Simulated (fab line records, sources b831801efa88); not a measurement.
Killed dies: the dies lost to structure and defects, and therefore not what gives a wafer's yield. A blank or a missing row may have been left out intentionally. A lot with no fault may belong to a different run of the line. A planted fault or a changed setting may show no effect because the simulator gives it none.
Which tool did it?    flow sky130    36 wafers from 12 lots sampled at 5 of the route's 708 steps

## WHAT EACH GAUGE READ, for each wafer
SKY_LDD_HVP_TW_MEAS_10.
lot   measured      on            LDD_HVP_TW
L249  day 21 20:38  filmMetro-04  461.1 457.8 458.5
L250  day 22 07:17  filmMetro-01  462.3 461.3 462.9
L251  day 23 01:47  filmMetro-01  464.2 463.8 459.1
L252  day 23 04:23  filmMetro-01  464.0 461.6 462.7
L256  day 24 12:13  filmMetro-01  460.4 460.6 460.3
L259  day 25 16:38  filmMetro-02  459.8 456.1 454.4
L263  day 26 18:30  filmMetro-01  463.2 463.4 462.0
L268  day 28 13:13  filmMetro-02  455.7 456.2 456.3
L269  day 28 19:11  filmMetro-02  458.5 458.8 457.8
L270  day 29 03:23  filmMetro-04  457.4 462.2 460.9
L271  day 29 07:35  filmMetro-02  461.6 461.0 460.2
L272  day 29 16:02  filmMetro-02  462.4 460.9 462.2

SKY_LDD_LDN_OVL_MEAS_07.
lot   measured      on          LDD_LDN_OVL (nm)
L249  day 23 02:45  overlay-02  -1.1 -0.8 -1.1
L250  day 23 13:38  overlay-01  -0.5 1.0 1.6
L251  day 24 07:39  overlay-01  -0.8 -1.4 -2.1
L252  day 24 09:51  overlay-02  -2.2 -1.4 -1.5
L256  day 25 16:21  overlay-01  -1.1 -1.2 -0.9
L259  day 26 21:54  overlay-01  -1.8 -2.9 -2.2
L263  day 27 23:06  overlay-02  -1.5 -1.2 -1.7
L268  day 29 17:34  overlay-02  -1.3 0.0 0.5
L269  day 29 23:12  overlay-01  0.9 -1.1 -0.7
L270  day 30 07:30  overlay-02  0.1 2.3 2.5
L271  day 30 11:53  overlay-02  -0.5 0.6 0.6
L272  day 30 19:41  overlay-01  -0.6 -3.1 -3.5

SKY_LDD_LDN_TW_MEAS_13.
lot   measured      on            LDD_LDN_TW
L249  day 23 03:29  filmMetro-02  1480 1477 1484
L250  day 23 14:23  filmMetro-02  1479 1472 1474
L251  day 24 08:23  filmMetro-01  1493 1498 1499
L252  day 24 10:35  filmMetro-01  1492 1502 1502
L256  day 25 17:05  filmMetro-03  1369 1374 1373
L259  day 26 22:38  filmMetro-02  1385 1391 1394
L263  day 27 23:51  filmMetro-01  1492 1490 1498
L268  day 29 18:19  filmMetro-02  1490 1496 1487
L269  day 29 23:56  filmMetro-01  1487 1500 1490
L270  day 30 08:14  filmMetro-03  1491 1480 1485
L271  day 30 12:38  filmMetro-01  1501 1499 1497
L272  day 30 20:26  filmMetro-03  1480 1487 1490

SKY_SPACER_THK_MEAS_01.
lot   measured      on            SPACER_CVD_00_THK (nm)
L249  day 23 05:58  filmMetro-03  43.7 43.2 43.5
L250  day 23 15:41  filmMetro-03  43.0 43.2 43.5
L251  day 24 09:44  filmMetro-04  42.9 43.0 42.8
L252  day 24 11:59  filmMetro-01  43.1 43.0 43.0
L256  day 25 18:25  filmMetro-04  43.0 43.2 43.0
L259  day 27 01:12  filmMetro-04  42.9 43.4 43.2
L263  day 28 01:33  filmMetro-04  42.8 43.3 43.2
L268  day 29 19:37  filmMetro-04  43.4 43.4 43.0
L269  day 30 01:15  filmMetro-04  42.3 42.7 42.5
L270  day 30 11:25  filmMetro-03  43.2 43.0 43.1
L271  day 30 15:08  filmMetro-03  43.4 42.9 43.3
L272  day 30 22:14  filmMetro-03  43.5 43.5 43.5

## WHAT TOOL EACH LOT RAN ON (gives the tool, then ch and the chambers of the sampled wafers, and finally the start)
lot   SKY_LDD_LDN_IMPLANT_10
L249  implanter-02 ch 0, day 23 03:07
L250  implanter-03 ch 0, day 23 13:59
L251  implanter-01 ch 0, day 24 07:59
L252  implanter-01 ch 0, day 24 10:11
L256  implanter-02 ch 0, day 25 16:43
L259  implanter-02 ch 0, day 26 22:14
L263  implanter-01 ch 0, day 27 23:29
L268  implanter-01 ch 0, day 29 17:57
L269  implanter-03 ch 0, day 29 23:32
L270  implanter-01 ch 0, day 30 07:51
L271  implanter-03 ch 0, day 30 12:14
L272  implanter-01 ch 0, day 30 20:02
- SKY_LDD_LDN_IMPLANT_10

## AS READ BY THE TOOLS THEMSELVES (means over the sampled wafers that have a number; for cases with no such wafer, the mark the record gives instead)
SKY_LDD_LDN_IMPLANT_10.
lot   tool          doseIonsCm2  endStationPressureTorr (Torr)  faradayCurrentUA
L249  implanter-02  1.2500e+13   4.98e-06                       69.1
L250  implanter-03  1.2505e+13   4.97e-06                       70.5
L251  implanter-01  1.2498e+13   5.21e-06                       69.5
L252  implanter-01  1.2500e+13   5.03e-06                       70.7
L256  implanter-02  3.2623e+12   5.05e-06                       18.5
L259  implanter-02  3.2663e+12   4.87e-06                       18.4
L263  implanter-01  1.2496e+13   4.98e-06                       69.7
L268  implanter-01  1.2484e+13   4.90e-06                       70.4
L269  implanter-03  1.2503e+13   5.28e-06                       70.6
L270  implanter-01  1.2510e+13   4.83e-06                       70.0
L271  implanter-03  1.2506e+13   5.23e-06                       71.5
L272  implanter-01  1.2488e+13   5.20e-06                       69.2

## THE ANSWER, worked out from the rows above alone
Rule: what is usual is taken from the lots themselves. The widest of any qualifying gaps counts: lots, ordered by their means at a reading, are off when they make up no more than a third of the lots, leave a main group of 4 or more, and stand apart from it by 3 or more times the standard deviation of that group's means. Not used: any main group whose means are identical at the precision the tables above print for the reading. A lot without any number at a reading at which 4 lots or more have one is off too. The other lots that the step has rows for count as sound. After the gauges, taken in route order, come the tools' own readings; for these a lot's mean is taken, as printed above. At the first step where some lot is off, the reading lying furthest off is the one used; lots without a number count as furthest.
Off: L256, L259, seen at SKY_LDD_LDN_TW_MEAS_13 (LDD_LDN_TW). Mean 1490 and standard deviation 7.6 in the main group.
If a tool, at a process step before that reading, ran all the lots that are off and no sound lot after the first of them, it fits. Not tried: the gauges at SKY_LDD_LDN_TW_MEAS_13; whatever is off there is also off at SKY_LDD_LDN_IMPLANT_10, on other tools, and gauge error can't account for it. One fits: SKY_LDD_LDN_IMPLANT_10 on implanter-02. A fault onset in the window from L249 (day 23 03:07, its last sound lot) to L256 (day 25 16:43, its first lot off) fits.
The tool's own readings at SKY_LDD_LDN_IMPLANT_10 bear it out: on the lots that are off they differ by more than 5 times the standard deviation of the sound lots' means. doseIonsCm2 reads 3.2643e+12 there against 1.2499e+13 on the sound lots; faradayCurrentUA reads 18.4 there against 70.1 on the sound lots.

## WHAT WAS PUT IN BY THE SIMULATOR
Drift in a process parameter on implanter-02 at SKY_LDD_LDN_IMPLANT_10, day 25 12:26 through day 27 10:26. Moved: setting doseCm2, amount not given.
Shown lots that were struck: L256, L259. The rule given above showed the same thing.
